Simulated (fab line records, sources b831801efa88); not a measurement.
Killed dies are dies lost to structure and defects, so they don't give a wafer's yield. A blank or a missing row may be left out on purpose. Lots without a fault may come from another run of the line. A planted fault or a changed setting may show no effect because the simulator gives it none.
Problem report in the 8D (eight disciplines) form, filled by code | flow sky130 | the parts of the form that need people (team, actions taken, sign-off) are left out

1. THE PROBLEM
PASSIVATION_CVD_02_THK at SKY_PASSIVATION_THK_MEAS_03 reads a mean of 398 nm on 4 wafers of 2 lots; wafers without a fault read 540 nm with a standard deviation of 7.5. That is -19 standard deviations from the usual mean.
First seen on wafer L867.3, day 46 09:38, on film_metro-02. The record holds 30 wafers of 10 lots with a number at this step. Rule for "out", or "out of limits": more than 4 standard deviations from the usual mean. The other wafers with a number count as sound.

2. WHAT IT IS AND WHAT IT IS NOT
question                    | is                             | is not
which readings at this step | PASSIVATION_CVD_02_THK         | -
which lots                  | L867, L869                     | L861, L862, L871, L876, L878, L879, L880, L881
which wafers of those lots  | L867.3, L867.6, L869.1, L869.4 | L867.1, L869.2
read on which gauges        | film_metro-02, film_metro-03   | film_metro-04
when                        | from day 46 09:38              | up to then (7 sound wafers); but 19 sound wafers of L869, L871, L876, L878, L879, L880, L881 came after

3. SUSPECTS, AND WHAT RULES EACH OUT
Counting: a tool at a process step up to the reading stays a suspect if it ran every lot that is out. Sound lots after the first of them don't rule it out here, since some wafers of a struck lot are sound.
- the gauge at SKY_PASSIVATION_THK_MEAS_03: ruled out. The wafers that are out were read on 2 gauges (film_metro-02, film_metro-03).
- rie_metal-02 at SKY_METAL3_METAL_ETCH_18 (etches the open film in Cl2/BCl3, stops on SiO2, target depth 845 nm, time 183.1 s): kept. It ran every lot that is out, first L867 (day 41 10:31); its last sound lot up to then is L861 (day 39 09:16).
- pecvd-02 at SKY_PASSIVATION_CVD_02 (deposits Si3N4, target thk 540 nm): kept. It ran every lot that is out, first L867 (day 46 09:25); its last sound lot up to then is L862 (day 45 04:56).
- Within pecvd-02 at SKY_PASSIVATION_CVD_02: the wafers that are out ran in chamber 1; their sound lot-mates ran in chambers 0, 2.
Left after counting: rie_metal-02 at SKY_METAL3_METAL_ETCH_18, pecvd-02 at SKY_PASSIVATION_CVD_02.

4. THE CAUSE (what the simulator had put in)
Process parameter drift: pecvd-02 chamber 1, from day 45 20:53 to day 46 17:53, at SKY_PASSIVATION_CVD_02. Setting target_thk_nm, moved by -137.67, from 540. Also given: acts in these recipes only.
Counting left 2 suspects, and this tool is among them.

5. THE CHAIN OF EFFECTS, in route order
Each row: a reading whose mean over the struck wafers that have a number lies more than 3 standard deviations from the usual. Only readings for which the record gives a usual standard deviation are gone through. hours: the time from each lot's start at the first step in this table that gives one to its start at this step, as a median over the lots. sigmas: the change in usual standard deviations.
hours | step                        | reading                | usual      | on struck wafers | change | sigmas
0     | SKY_PASSIVATION_THK_MEAS_03 | PASSIVATION_CVD_02_THK | 540 nm     | 398              | -142   | -19
20    | SKY_PASSIVATION_ETCH_11     | oes_product_au         | 0.977 a.u. | 0.861            | -0.116 | -15
20    | SKY_PASSIVATION_ETCH_11     | throttle_valve_pct     | 5.965 %    | 5.922            | -0.043 | -3.9
The process steps in it:
- SKY_PASSIVATION_ETCH_11: etches the open film in CF4/O2, stops on AlCu, target depth 725 nm, time 161.1 s.

6. WHAT WOULD HAVE CAUGHT IT SOONER
In this record the first reading out of limits at a measuring or inspecting step was taken at day 46 09:38, 13 hours after the fault began at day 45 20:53.
Of the tool readings at SKY_PASSIVATION_CVD_02 for which the record gives a usual standard deviation, none was out on any struck wafer, so an alarm limit of 4 standard deviations on them would not have fired.
Of the lots that are out (2), L869 began SKY_PASSIVATION_CVD_02 on pecvd-02 after day 46 09:38. A hold on the tool at that time would have spared it.
